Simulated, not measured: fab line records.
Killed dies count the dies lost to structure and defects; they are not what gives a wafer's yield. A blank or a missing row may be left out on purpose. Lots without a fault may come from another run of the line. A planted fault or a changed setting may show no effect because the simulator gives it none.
Which of the tools did it? -- flow sfq line -- 14 lots (40 wafers sampled), 1 step of a 325-step route

== WHAT EACH GAUGE READ, for each wafer ==
The record lacks any reading of a measuring or inspecting step that a usual standard deviation could be used to judge.

== WHAT TOOL EACH LOT RAN ON (gives the tool, then ch and the chambers of the sampled wafers, and finally the start) ==
lot,SFQ_TRILAYER_M6_BARC_OPEN_METAL_ETCH_206
L104,"rie metal-01 ch 0,1, day 58 16:47"
L105,"rie metal-01 ch 0,1, day 59 01:11"
L106,"rie metal-04 ch 0,1, day 59 05:59"
L107,"rie metal-04 ch 0,1, day 59 09:35"
L108,"rie metal-01 ch 0, day 60 11:59"
L109,"rie metal-04 ch 0,1, day 60 13:11"
L110,"rie metal-03 ch 1, day 60 21:37"
L111,"rie metal-01 ch 0,1, day 61 01:11"
L112,"rie metal-04 ch 0,1, day 61 07:13"
L113,"rie metal-03 ch 1, day 61 08:23"
L114,"rie metal-01 ch 0,1, day 61 18:01"
L120,"rie metal-01 ch 1, day 63 13:47"
L122,"rie metal-01 ch 0,1, day 63 21:43"
L127,"rie metal-03 ch 0,1, day 65 21:13"
- SFQ_TRILAYER_M6_BARC_OPEN_METAL_ETCH_206: etches BARC in O2, target depth 125 nm, time 41.7 s.

== AS READ BY THE TOOLS THEMSELVES (means over the sampled wafers that have a number; for cases with no such wafer, the mark the record gives instead) ==
SFQ_TRILAYER_M6_BARC_OPEN_METAL_ETCH_206. Usual: chamber pressure mTorr 10.000 mTorr, standard deviation 0.0085; drypump motor current A 5.5 A, standard deviation 0.41; oes product au 0.685 a.u., standard deviation 0.0047; run length s 70.0 s, standard deviation 0.33.
lot,tool,chamber pressure mTorr (mTorr),drypump motor current A (A),oes product au (a.u.),run length s (s),flag
L104,rie metal-01,9.994,5.5,0.683,69.8,
L105,rie metal-01,10.005,5.3,0.688,70.0,
L106,rie metal-04,10.003,5.9,0.692,70.4,
L107,rie metal-04,9.993,5.9,0.687,70.1,
L108,rie metal-01,10.001,5.0,0.687,70.0,
L109,rie metal-04,10.006,5.9,0.686,70.2,
L110,rie metal-03,9.993,5.3,0.687,69.8,
L111,rie metal-01,10.000,5.3,0.681,69.8,
L112,rie metal-04,9.999,5.9,0.686,70.2,
L113,rie metal-03,10.006,5.3,0.683,69.7,
L114,rie metal-01,9.999,5.6,0.684,70.0,
L120,rie metal-01,9.997,5.8,0.778,64.3,OFF
L122,rie metal-01,10.007,5.4,0.877,58.8,OFF
L127,rie metal-03,9.998,5.2,0.680,69.4,

== THE ANSWER, worked out from the rows above alone ==
Rule: a lot counts as off when the mean over its wafers that have a number is more than 3 standard deviations away from the usual mean. A lot without any number at a reading at which 4 lots or more have one is off too. Where the step has rows for the other lots, those lots are counted as sound. Order of review: gauges by route order, followed by the tools' own readings, for which a lot's mean as printed above is used. At the first step where some lot is off, the reading lying furthest off is the one used; lots without a number count as furthest.
Off: L120, L122, at SFQ_TRILAYER_M6_BARC_OPEN_METAL_ETCH_206 (oes product au).
If a tool, at that step or one of the process steps before it, ran each lot that is off and ran no sound lot following the first of them, it fits. One candidate fits, namely rie metal-01 at SFQ_TRILAYER_M6_BARC_OPEN_METAL_ETCH_206. Its last sound lot is L114 (day 61 18:01), its first lot that is off L120 (day 63 13:47): a fault that began between those two fits.
The tool's own readings at SFQ_TRILAYER_M6_BARC_OPEN_METAL_ETCH_206 bear it out: on the lots that are off they differ by more than 5 times the standard deviation of the sound lots' means. oes product au reads 0.828 a.u. there against 0.685 a.u. on the sound lots; run length s reads 61.5 s there against 70.0 s on the sound lots.

== WHAT THE SIMULATOR HAD INSERTED ==
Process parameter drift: rie metal-01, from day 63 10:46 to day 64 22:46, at SFQ_TRILAYER_M6_BARC_OPEN_METAL_ETCH_206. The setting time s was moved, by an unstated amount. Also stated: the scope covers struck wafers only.
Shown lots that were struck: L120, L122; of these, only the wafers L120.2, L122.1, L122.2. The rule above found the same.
